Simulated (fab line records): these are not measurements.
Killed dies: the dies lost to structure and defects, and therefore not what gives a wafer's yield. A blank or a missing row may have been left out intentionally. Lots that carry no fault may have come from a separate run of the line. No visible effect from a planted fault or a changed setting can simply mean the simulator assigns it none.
Struck lot and sound lot, side by side | flow gf180mcu | 16 steps out of a route of 602
Sound: these wafers, L539.4, L539.5, L539.6. Struck: wafers L533.4, L533.6. At the end, the cause is stated.
Each step with rows lists, per side, the tool, then ch with its chambers, then its first start. Under that, the readings that differ: sound wafers | struck wafers | difference of the means | sigmas: that difference in standard deviations of wafers without a fault.
alike: same words and numbers on both sides, and readings whose means sit less than 2 such deviations apart. not compared: any withheld reading, any reading some wafer has no value for, any bound like >300 that may hide the same value, and any number with overlapping values for which the record gives no deviation.
Wherever a step has rows on one side only, a row that says differs or no value, or a row with sigmas, the two part there. Numbers that have no deviation but don't overlap get no sigmas and don't part them. Lack of a reading on every wafer of one side parts them only where that side has two or more wafers.

GF_M1_SPUTTER_04: material TiN, target thk 50 nm, time 41.7 s.
  sound on pvdSputter-01, day 23 10:44; struck on pvdSputter-01, day 21 08:08
  alike: throttleValvePct
GF_M1_RS_MEAS_05: measurement is done with a four-point probe.
  sound on filmMetro-01, day 23 10:50; struck on filmMetro-04, day 21 08:14
  alike: M1_ALCU_RS
GF_M1_THK_MEAS_06: measures by xrf.
  sound on filmMetro-01, day 23 10:56; struck on filmMetro-04, day 21 08:19
  alike: M1_ALCU_THK
then, 7 steps without rows for these wafers: GF_M1_DEHYDRATE_07 (time 60 s); GF_M1_HMDS_08 (prime time 60 s); GF_M1_COAT_09 (resist thk 1000 nm); GF_M1_SOFTBAKE_10 (time 60 s); GF_M1_EXPOSE_11 (exposes mask Metal1, target cd 230 nm); GF_M1_PEB_12 (peb time 90 s); GF_M1_DEVELOP_13 (develop time 60 s).
GF_M1_CD_MEAS_14: the cd target is 230 nm.
  sound on cdSem-01, day 24 09:34; struck on cdSem-01, day 22 08:01
  alike: cdNm
GF_M1_OVL_MEAS_15:
  sound on overlay-02, day 24 09:39; struck on overlay-02, day 22 08:06
reading     | sound | struck | difference | sigmas
M1_OVL (nm) | 3 8 9 | -4 -12 | -15        | -2
GF_M1_METAL_ETCH_16: etches the open film in Cl2/BCl3, stops on SiO2, target depth 750.8 nm, time 125.1 s.
  sound on rieMetal-01 ch 0,1, day 24 09:43; struck on rieMetal-02 ch 0,1, day 22 08:10
reading                            | sound                | struck        | difference | sigmas
drypumpMotorCurrentA (A)           | 4.9 5.6 4.9          | 5.9 5.6       | +0.6       | +2
oesProductAu (a.u.)                | 0.997 0.992 0.997    | 0.968 0.967   | -0.028     | -6
runLengthS (s)                     | 153.3 153.9 153.3    | 159.6 159.7   | +6.1       | +13
throttleValvePct (%)               | 28.240 28.209 28.228 | 28.260 28.244 | +0.026     | +3
model.KrF_of_M1_COAT_09.thkNm (nm) | 679.3 679.4 677.3    | 666.8 665.2   | -12.7      | 
  alike: mfcCl2Sccm
  not compared: rfHoursCounterH
GF_M1_STRIP_17: strips in O2/N2.
  sound on plasmaAsher-01 ch 0,1, day 24 09:50; struck on plasmaAsher-02 ch 0,1, day 22 08:17
reading                  | sound          | struck    | difference | sigmas
stripTimeToEndpointS (s) | 7.34 7.32 7.30 | 7.21 7.17 | -0.13      | -3
  alike: drypumpMotorCurrentA, heaterPowerW, oesProductAu
  not compared: rfHoursCounterH
then, 2 steps without rows for these wafers: GF_M1_STRIP_18 (strips in post etch residue remover, time 1200 s); GF_PASSIVATION_PROBE_99.

## WHERE THEY PART
First at GF_M1_OVL_MEAS_15; last, within this record, at GF_M1_STRIP_17.

WHY: what the simulator had put in
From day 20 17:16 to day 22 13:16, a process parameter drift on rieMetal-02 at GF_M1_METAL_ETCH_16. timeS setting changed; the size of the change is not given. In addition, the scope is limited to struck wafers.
